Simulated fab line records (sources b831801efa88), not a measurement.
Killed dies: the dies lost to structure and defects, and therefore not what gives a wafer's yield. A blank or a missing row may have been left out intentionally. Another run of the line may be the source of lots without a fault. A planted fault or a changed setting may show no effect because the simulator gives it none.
Which tool is to blame? ; flow sky130 ; Sampling: 9 lots, 27 wafers, 6 of 708 route steps

== WHAT EACH GAUGE READ, for each wafer ==
SKY_VIA1_THK_MEAS_23: measures by xrf. Usual: VIA1_W_THK 273 nm, standard deviation 4.8.
lot;measured;on;VIA1_W_THK (nm);flag
L247;day 33 20:16;filmMetro-01;285 272 284;
L248;day 34 05:36;filmMetro-04;278 271 271;
L251;day 35 09:25;filmMetro-01;275 275 271;
L254;day 36 14:01;filmMetro-01;270 269 267;
L260;day 38 07:40;filmMetro-01;273 275 274;
L262;day 38 12:06;filmMetro-04;269 270 278;
L263;day 39 02:09;filmMetro-02;282 270 280;
L267;day 40 05:43;filmMetro-02;282 284 282;
L269;day 40 23:02;filmMetro-04;276 273 277;

SKY_METAL2_RS_MEAS_05: measures by four-point-probe. Usual: METAL2_ALCU_RS 0.1269 ohm/sq, standard deviation 0.0011.
lot;measured;on;METAL2_ALCU_RS (ohm/sq);flag
L247;day 33 20:46;filmMetro-03;0.1267 0.1263 0.1269;
L248;day 34 06:06;filmMetro-01;0.1257 0.1255 0.1255;
L251;day 35 09:56;filmMetro-01;0.1283 0.1288 0.1285;
L254;day 36 14:31;filmMetro-01;0.1277 0.1268 0.1289;
L260;day 38 08:11;filmMetro-04;0.1683 0.1277 0.1288;OFF
L262;day 38 12:37;filmMetro-04;0.1264 0.1269 0.1262;
L263;day 39 02:58;filmMetro-01;0.1268 0.1259 0.1248;
L267;day 40 06:13;filmMetro-03;0.1265 0.1255 0.1272;
L269;day 40 23:32;filmMetro-01;0.1271 0.1264 0.1277;

SKY_METAL2_THK_MEAS_06: measures by xrf. Usual: METAL2_ALCU_THK 249.9 nm, standard deviation 2.7.
lot;measured;on;METAL2_ALCU_THK (nm);flag
L247;day 33 20:53;filmMetro-03;252.2 252.5 250.7;
L248;day 34 06:13;filmMetro-01;252.7 250.7 253.7;
L251;day 35 10:02;filmMetro-01;247.1 246.9 247.0;
L254;day 36 14:38;filmMetro-01;247.0 249.9 245.3;
L260;day 38 08:17;filmMetro-04;191.1 249.0 247.4;OFF
L262;day 38 12:43;filmMetro-04;251.0 250.9 251.5;
L263;day 39 03:05;filmMetro-01;251.3 254.6 252.9;
L267;day 40 06:20;filmMetro-03;249.6 250.2 249.3;
L269;day 40 23:39;filmMetro-01;248.1 251.3 249.4;

== WHAT TOOL EACH LOT RAN ON (gives the tool, then ch and the chambers of the sampled wafers, and finally the start) ==
lot;SKY_VIA1_SPUTTER_20;SKY_METAL2_SPUTTER_02;SKY_METAL2_SPUTTER_03
L247;pvdSputter-01, day 33 19:59;pvdSputter-04, day 33 20:41;pvdSputter-04, day 33 20:42
L248;pvdSputter-01, day 34 05:20;pvdSputter-02, day 34 06:01;pvdSputter-02, day 34 06:02
L251;pvdSputter-01, day 35 09:08;pvdSputter-02, day 35 09:49;pvdSputter-02, day 35 09:50
L254;pvdSputter-03, day 36 13:45;pvdSputter-04, day 36 14:26;pvdSputter-04, day 36 14:27
L260;pvdSputter-01, day 38 07:22;pvdSputter-02, day 38 08:02;pvdSputter-02, day 38 08:04
L262;pvdSputter-04, day 38 11:49;pvdSputter-01, day 38 12:30;pvdSputter-01, day 38 12:31
L263;pvdSputter-03, day 39 01:53;pvdSputter-01, day 39 02:52;pvdSputter-01, day 39 02:53
L267;pvdSputter-04, day 40 05:26;pvdSputter-04, day 40 06:08;pvdSputter-04, day 40 06:09
L269;pvdSputter-04, day 40 22:46;pvdSputter-01, day 40 23:26;pvdSputter-01, day 40 23:28
- SKY_VIA1_SPUTTER_20: material TiN, target thk 20 nm, time 80 s.
- SKY_METAL2_SPUTTER_02: material AlCu, target thk 250 nm, time 13.3 s.
- SKY_METAL2_SPUTTER_03: material Ti, target thk 5 nm, time 3.3 s.

== AS READ BY THE TOOLS THEMSELVES (means over the sampled wafers that have a number; for cases with no such wafer, the mark the record gives instead) ==
SKY_VIA1_SPUTTER_20. Usual: cathodeDcPowerW 4000.0 W, standard deviation 0.72; chamberPressurePa 5.001 Pa, standard deviation 0.011; throttleValvePct 30.1 %, standard deviation 0.93.
lot;tool;cathodeDcPowerW (W);chamberPressurePa (Pa);throttleValvePct (%);flag
L247;pvdSputter-01;4000.3;5.001;30.3;
L248;pvdSputter-01;3999.4;5.007;30.2;
L251;pvdSputter-01;4000.8;5.002;30.8;
L254;pvdSputter-03;4000.0;4.994;29.5;
L260;pvdSputter-01;4000.9;5.001;30.4;
L262;pvdSputter-04;3999.5;5.001;30.1;
L263;pvdSputter-03;3999.3;4.994;29.6;
L267;pvdSputter-04;4000.0;5.001;30.1;
L269;pvdSputter-04;3999.8;5.004;30.3;

SKY_METAL2_SPUTTER_02. Usual: cathodeDcPowerW 10600 W, standard deviation 1.9; chamberPressurePa 0.3999 Pa, standard deviation 0.00071; throttleValvePct 30.3 %, standard deviation 1.1.
lot;tool;cathodeDcPowerW (W);chamberPressurePa (Pa);throttleValvePct (%);flag
L247;pvdSputter-04;10599;0.3999;31.1;
L248;pvdSputter-02;10598;0.4003;29.9;
L251;pvdSputter-02;10599;0.3998;29.8;
L254;pvdSputter-04;10601;0.4002;31.2;
L260;pvdSputter-02;9816;0.4006;29.6;OFF
L262;pvdSputter-01;10599;0.3997;30.3;
L263;pvdSputter-01;10599;0.4002;30.0;
L267;pvdSputter-04;10599;0.3992;32.0;
L269;pvdSputter-01;10599;0.3991;30.2;

SKY_METAL2_SPUTTER_03. Usual: cathodeDcPowerW 3000.0 W, standard deviation 0.55; chamberPressurePa 0.3999 Pa, standard deviation 0.00082; throttleValvePct 30.3 %, standard deviation 1.2.
lot;tool;cathodeDcPowerW (W);chamberPressurePa (Pa);throttleValvePct (%);flag
L247;pvdSputter-04;3000.2;0.4001;31.2;
L248;pvdSputter-02;3000.1;0.4001;29.8;
L251;pvdSputter-02;2999.7;0.3990;30.0;
L254;pvdSputter-04;3000.1;0.3997;31.2;
L260;pvdSputter-02;2999.9;0.3999;29.5;
L262;pvdSputter-01;3000.7;0.3992;30.3;
L263;pvdSputter-01;3000.5;0.4010;30.1;
L267;pvdSputter-04;2999.6;0.4000;32.2;
L269;pvdSputter-01;3000.1;0.4001;29.9;

== THE ANSWER, worked out from the rows above alone ==
Rule: a lot counts as off when the mean over its wafers that have a number is more than 3 standard deviations away from the usual mean. Also off: a lot with no number at a reading for which 4 or more lots have one. Where the step has rows for the other lots, those lots are counted as sound. After the gauges, taken in route order, come the tools' own readings; for these a lot's mean is taken, as printed above. The first step at which some lot is off is used, and at that step the reading that is off furthest; a lot without a number counts as furthest.
Off: at SKY_METAL2_RS_MEAS_05 (METAL2_ALCU_RS), L260.
If a tool, at a process step before that reading, ran all the lots that are off and no sound lot after the first of them, it fits. The gauges at SKY_METAL2_RS_MEAS_05 aren't tried: what is off there is off at SKY_METAL2_SPUTTER_02 too, on other tools, and a gauge's error can't cause that. Undecided on this evidence; 2 tools fit (pvdSputter-01 at SKY_VIA1_SPUTTER_20, pvdSputter-02 at SKY_METAL2_SPUTTER_02 and SKY_METAL2_SPUTTER_03).

== WHAT THE SIMULATOR HAD PUT IN ==
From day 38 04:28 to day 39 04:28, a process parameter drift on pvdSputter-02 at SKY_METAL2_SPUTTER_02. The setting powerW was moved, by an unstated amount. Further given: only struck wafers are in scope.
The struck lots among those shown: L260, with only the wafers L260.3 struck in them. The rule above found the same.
